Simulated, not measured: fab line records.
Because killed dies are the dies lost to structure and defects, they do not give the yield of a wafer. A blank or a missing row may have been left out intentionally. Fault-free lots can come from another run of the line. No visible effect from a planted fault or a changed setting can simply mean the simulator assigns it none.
Struck lot and sound lot, side by side -- flow gf180mcu -- 15 steps out of a route of 602
Sound: wafers L719.1, L719.2, L719.6. Struck: wafers L721.1, L721.4 (left out: L721.6, a lot-mate that was not struck); the cause follows at the end.
At each step with rows: each side's tool, then ch and its chambers, then its first start. Under that, the readings that differ: sound wafers -- struck wafers -- difference of the means -- sigmas: that difference in standard deviations of wafers without a fault.
alike: readings whose means differ by less than 2 such deviations, and words and numbers that are the same on both sides. not compared: withheld readings, readings that some wafer has no value for, bounds like >300 that may hide the same value, and numbers for which the record gives no deviation and whose values overlap.
The two part at a step that has a row with sigmas, a row that says differs or no value, or rows on one side only. When numbers do not overlap yet have no deviation, they are printed without sigmas and do not part them. A reading that every wafer of one side lacks parts them only if that side has two wafers or more.

GF_V1_CD_MEAS_14 targets a cd of 260 nm.
  sound: cd sem-01 at day 23 11:31; struck: cd sem-01 at day 24 05:47
reading,sound,struck,difference,sigmas
cd nm (nm),258.5 259.9 258.7,262.7 262.1,+3.4,+3
GF_V1_OVL_MEAS_15:
  sound: overlay-02 at day 23 11:38; struck: overlay-01 at day 24 05:54
  alike: V1_OVL
GF_V1_ETCH_16: etches BARC in N2/H2.
  sound on rie diel-02 ch 0,2,3, day 23 11:40; struck on rie diel-02 ch 2,3, day 24 05:56
  alike: drypump motor current A, oes product au, rf fwd power W, throttle valve pct
GF_V1_ETCH_17: etches SiO2 in C4F8/O2/Ar, stops on TiN, target depth 630 nm.
  sound on rie diel-02 ch 0,2,3; struck on rie diel-02 ch 2,3
  alike: oes product au, rf fwd power W
then, 3 steps without rows for these wafers: GF_V1_STRIP_18 (strips in O2/N2); GF_V1_STRIP_19 (strips in post etch residue remover, time 1200 s); GF_V1_CLEAN_20 (cleans in DIW).
GF_V1_SPUTTER_21: material Ti, target thk 15 nm, time 80.02 s.
  sound: pvd sputter-04 at day 23 12:20; struck: pvd sputter-03 at day 24 06:38
  alike: chamber pressure pa, throttle valve pct
GF_V1_SPUTTER_22: material TiN, target thk 10 nm, time 40 s.
  sound: pvd sputter-04 at day 23 12:23; struck: pvd sputter-03 at day 24 06:41
  alike: chamber pressure pa, throttle valve pct
GF_V1_CVD_23: deposits W, target thk 350 nm, time 105.05 s.
  sound on cvd w-02 ch 0,1, day 23 12:26; struck on cvd w-02 ch 0,1, day 24 06:44
  alike: heater power w, susceptor temp C
  not compared: since wet clean h
GF_V1_RS_MEAS_24: measurement is done with a four-point probe.
  sound: film metro-04 at day 23 12:32; struck: film metro-04 at day 24 06:51
  alike: V1_W_RS
GF_V1_THK_MEAS_25: measures by xrf.
  sound: film metro-04 at day 23 12:40; struck: film metro-04 at day 24 06:58
  alike: V1_W_THK
GF_V1_CMP_26: polishes, stops on SiO2, t overpolish 15 s, target thk 0 nm.
  sound on cmp-01 ch 1,2,3, day 23 12:49; struck on cmp-01 ch 1,2, day 24 08:25
reading,sound,struck,difference,sigmas
overpolish run s (s),15.006 15.002 15.001,0.028 0.046,-14.966,-99 or more
time to endpoint s (s),84 91 91,132 131,+43,+11
  alike: head pressure psi, motor current A
then, 1 step without rows for these wafers: GF_M2_SPUTTER_00 (material Ti, target thk 37.5 nm, time 150 s).
-- the record jumps here: 9 days lie between the struck wafers' starts before and after (it left off in module M2 and takes up again in module PASSIVATION, whose first step shown is number 602 of the route) --
GF_PASSIVATION_PROBE_99:
  record: rows for the struck wafers here (prober-01, day 33 15:20), none for the sound ones

WHERE THEY PART
First at GF_V1_CD_MEAS_14; last, within this record, at GF_PASSIVATION_PROBE_99.

WHY: what had been put in by the simulator
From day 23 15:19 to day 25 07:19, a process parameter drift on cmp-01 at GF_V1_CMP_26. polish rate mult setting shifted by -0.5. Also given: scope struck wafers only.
